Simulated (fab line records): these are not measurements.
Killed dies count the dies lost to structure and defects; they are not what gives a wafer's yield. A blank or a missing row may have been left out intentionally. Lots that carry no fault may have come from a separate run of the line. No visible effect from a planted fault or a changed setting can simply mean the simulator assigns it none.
Which tool is to blame? | flow sky130 | Sampling: 10 lots, 30 wafers, 2 of 708 route steps

WHAT THE GAUGES SHOWED, per wafer
SKY_VIA1_THK_MEAS_23: measures by xrf.
lot  | measured     | on           | VIA1_W_THK (nm)
L282 | day 34 05:42 | filmMetro-02 | 264 267 264
L285 | day 35 12:33 | filmMetro-02 | 262 262 262
L287 | day 36 01:38 | filmMetro-01 | 269 271 267
L290 | day 37 08:43 | filmMetro-02 | 269 271 268
L291 | day 37 12:47 | filmMetro-01 | 272 270 270
L294 | day 38 08:43 | filmMetro-01 | 272 271 270
L295 | day 38 17:49 | filmMetro-01 | 267 266 268
L298 | day 39 13:25 | filmMetro-02 | 272 273 272
L302 | day 40 18:00 | filmMetro-01 | 269 271 267
L303 | day 40 23:13 | filmMetro-03 | 273 269 271

WHICH TOOL RAN EACH LOT (tool, then ch and the chambers of the sampled wafers, then the start)
lot  | SKY_METAL1_SPUTTER_01
L282 | pvdSputter-01, day 31 20:17
L285 | pvdSputter-02, day 33 04:47
L287 | pvdSputter-04, day 33 20:02
L290 | pvdSputter-01, day 35 03:26
L291 | pvdSputter-01, day 35 06:44
L294 | pvdSputter-04, day 36 02:47
L295 | pvdSputter-04, day 36 12:25
L298 | pvdSputter-04, day 37 08:20
L302 | pvdSputter-04, day 38 14:35
L303 | pvdSputter-01, day 38 20:05
- SKY_METAL1_SPUTTER_01: material TiN, target thk 20 nm, time 16.7 s.

THE ANSWER, worked out from the rows above alone
Rule: the usual values come from the lots themselves. The widest of any qualifying gaps counts: lots, ordered by their means at a reading, are off when they make up no more than a third of the lots, leave a main group of 4 or more, and stand apart from it by 3 or more times the standard deviation of that group's means. The tables above print the reading to a certain number of digits; a main group whose means all agree to those digits is not used. Also off: a lot with no number at a reading for which 4 or more lots have one. Where the step has rows for the other lots, those lots are counted as sound.
No lot is off at any reading shown: from this, nothing can be told.

WHAT THE SIMULATOR HAD PUT IN
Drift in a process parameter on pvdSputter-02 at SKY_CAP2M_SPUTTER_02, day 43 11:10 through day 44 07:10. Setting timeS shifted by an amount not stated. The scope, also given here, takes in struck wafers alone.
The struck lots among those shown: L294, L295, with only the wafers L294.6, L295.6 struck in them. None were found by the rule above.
